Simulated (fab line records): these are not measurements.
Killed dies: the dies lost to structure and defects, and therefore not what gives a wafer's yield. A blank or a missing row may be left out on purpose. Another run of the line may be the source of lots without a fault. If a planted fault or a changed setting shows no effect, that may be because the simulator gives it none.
Matching of chambers + flow gf180mcu + cmp-01 running GF_V5_CMP_26: 4 sister chambers
The step polishes, stops on SiO2, t overpolish 15 s, target thk 0 nm. 20 wafers are shown with their chamber, then 10 later ones without.

== EACH WAFER AND ITS CHAMBER ==
| wafer  | chamber | motor current A (A) | time to endpoint s (s) | overpolish run s (s) |
|--------|---------|---------------------|------------------------|----------------------|
| L486.2 | 1       | 10.3                | 83                     | 15.010               |
| L486.3 | 3       | 12.1                | 89                     | 15.001               |
| L486.5 | 3       | 11.8                | 85                     | 15.004               |
| L487.1 | 0       | 11.1                | 84                     | 14.994               |
| L487.5 | 3       | 12.3                | 82                     | 14.998               |
| L487.6 | 2       | 9.2                 | 76                     | 14.989               |
| L488.1 | 2       | 9.6                 | 81                     | 14.992               |
| L488.2 | 3       | 11.8                | 85                     | 15.007               |
| L488.4 | 0       | 10.7                | 86                     | 14.999               |
| L490.2 | 0       | 11.1                | 90                     | 14.999               |
| L490.4 | 3       | 12.2                | 87                     | 14.995               |
| L490.6 | 0       | 11.5                | 88                     | 15.005               |
| L492.1 | 2       | 9.3                 | 83                     | 15.010               |
| L492.3 | 0       | 10.9                | 92                     | 14.988               |
| L492.4 | 3       | 11.8                | 88                     | 15.006               |
| L494.2 | 1       | 11.0                | 88                     | 14.998               |
| L494.3 | 2       | 9.7                 | 87                     | 15.009               |
| L494.5 | 1       | 11.7                | 90                     | 15.009               |
| L495.1 | 1       | 11.2                | 90                     | 15.000               |
| L495.4 | 2       | 9.6                 | 86                     | 15.007               |

SIGNATURES (means of the wafers above)
| reading            | chamber 0 | chamber 1 | chamber 2 | chamber 3 | scatter within a chamber |
|--------------------|-----------|-----------|-----------|-----------|--------------------------|
| motor current A    | 11.060    | 11.050    | 9.480     | 12.000    | 0.336                    |
| time to endpoint s | 88.00     | 87.75     | 82.60     | 86.00     | 3.37                     |
| overpolish run s   | 14.99700  | 15.00425  | 15.00140  | 15.00183  | 0.00703                  |
Rule: for each reading, subtract the chamber's mean from the wafer's reading, divide by that reading's scatter and square the result; add these up over the readings and take the root, which gives the wafer's distance from the chamber. If the next closest chamber is less than 2 further off than the closest, the wafer can't be placed; otherwise it belongs to the closest. The scatter: take each reading less its chamber's mean, square it, sum over the shown wafers, divide by the number of wafers less the number of chambers, and take the root.

== WAFERS WITH NO CHAMBER GIVEN ==
| wafer  | motor current A (A) | time to endpoint s (s) | overpolish run s (s) |
|--------|---------------------|------------------------|----------------------|
| L495.5 | 12.6                | 88                     | 14.987               |
| L505.1 | 11.8                | 91                     | 14.980               |
| L505.5 | 11.4                | 86                     | 15.000               |
| L505.6 | 10.5                | 88                     | 14.991               |
| L508.4 | 9.2                 | 76                     | 14.991               |
| L508.5 | 11.1                | 84                     | 15.005               |
| L508.6 | 11.8                | 82                     | 14.982               |
| L509.1 | 11.6                | 87                     | 14.988               |
| L509.4 | 10.7                | 83                     | 14.990               |
| L509.5 | 11.4                | 92                     | 15.006               |

== EACH ONE'S CHAMBER ==
| wafer  | from the rows above          | in truth |
|--------|------------------------------|----------|
| L495.5 | can't be placed: 3 or 0      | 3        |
| L505.1 | can't be placed: 0 or 3 or 1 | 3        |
| L505.5 | can't be placed: 0 or 1 or 3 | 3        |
| L505.6 | can't be placed: 0 or 1 or 2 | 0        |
| L508.4 | 2                            | 2        |
| L508.5 | can't be placed: 1 or 0 or 3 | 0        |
| L508.6 | can't be placed: 3 or 0 or 1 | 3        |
| L509.1 | can't be placed: 0 or 3 or 1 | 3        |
| L509.4 | can't be placed: 0 or 1 or 2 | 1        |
| L509.5 | can't be placed: 1 or 0 or 3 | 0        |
1 of 10 placed correctly. These rows do not allow placing 9 (true chamber among the candidates in 9). Number placed wrongly: 0.
